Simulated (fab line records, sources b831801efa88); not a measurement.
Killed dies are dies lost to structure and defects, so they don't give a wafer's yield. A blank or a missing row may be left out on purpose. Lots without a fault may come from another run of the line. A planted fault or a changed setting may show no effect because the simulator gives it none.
Chamber matching | flow gf180mcu | GF_MIM_CVD_05 on pecvd-03: 3 sister chambers
The step deposits Si3N4, target thk 42 nm, time 29.086 s. 16 wafers are shown with their chamber, then 8 later ones without.

WAFERS WITH THEIR CHAMBER
wafer  | chamber | heater_power_w (W)
L074.1 | 2       | 736
L074.2 | 0       | 639
L074.5 | 0       | 660
L076.1 | 0       | 697
L076.3 | 2       | 750
L076.5 | 2       | 761
L083.2 | 2       | 720
L083.3 | 0       | 720
L083.6 | 1       | 539
L085.4 | 0       | 645
L085.5 | 1       | 518
L085.6 | 0       | 639
L086.1 | 1       | 521
L086.2 | 0       | 668
L086.3 | 2       | 753
L086.4 | 2       | 771

SIGNATURES (means of the wafers above)
reading        | chamber 0 | chamber 1 | chamber 2 | scatter within a chamber
heater_power_w | 666.86    | 526.00    | 748.50    | 24.4
Rule: a wafer's distance from a chamber is the root of the sum, over the readings, of the square of ((its reading less the chamber's mean) divided by the reading's scatter). The wafer belongs to the nearest chamber; if the next one is less than 2 further off, it can't be placed. The scatter: the root of (the sum of the squares of (reading less its chamber's mean) over the shown wafers, divided by (wafers less chambers)).

WAFERS WITHOUT THEIR CHAMBER
wafer  | heater_power_w (W)
L086.5 | 512
L086.6 | 671
L089.1 | 689
L089.2 | 525
L089.3 | 727
L089.4 | 703
L089.5 | 520
L089.6 | 720

WHICH CHAMBER EACH WENT THROUGH
wafer  | from the rows above     | in truth
L086.5 | 1                       | 1
L086.6 | 0                       | 0
L089.1 | can't be placed: 0 or 2 | 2
L089.2 | 1                       | 1
L089.3 | can't be placed: 2 or 0 | 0
L089.4 | can't be placed: 0 or 2 | 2
L089.5 | 1                       | 1
L089.6 | can't be placed: 2 or 0 | 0
Placed correctly: 4 of 8. Can't be placed from these rows: 4 (the true chamber is among the candidates in 4). Placed wrongly: 0.
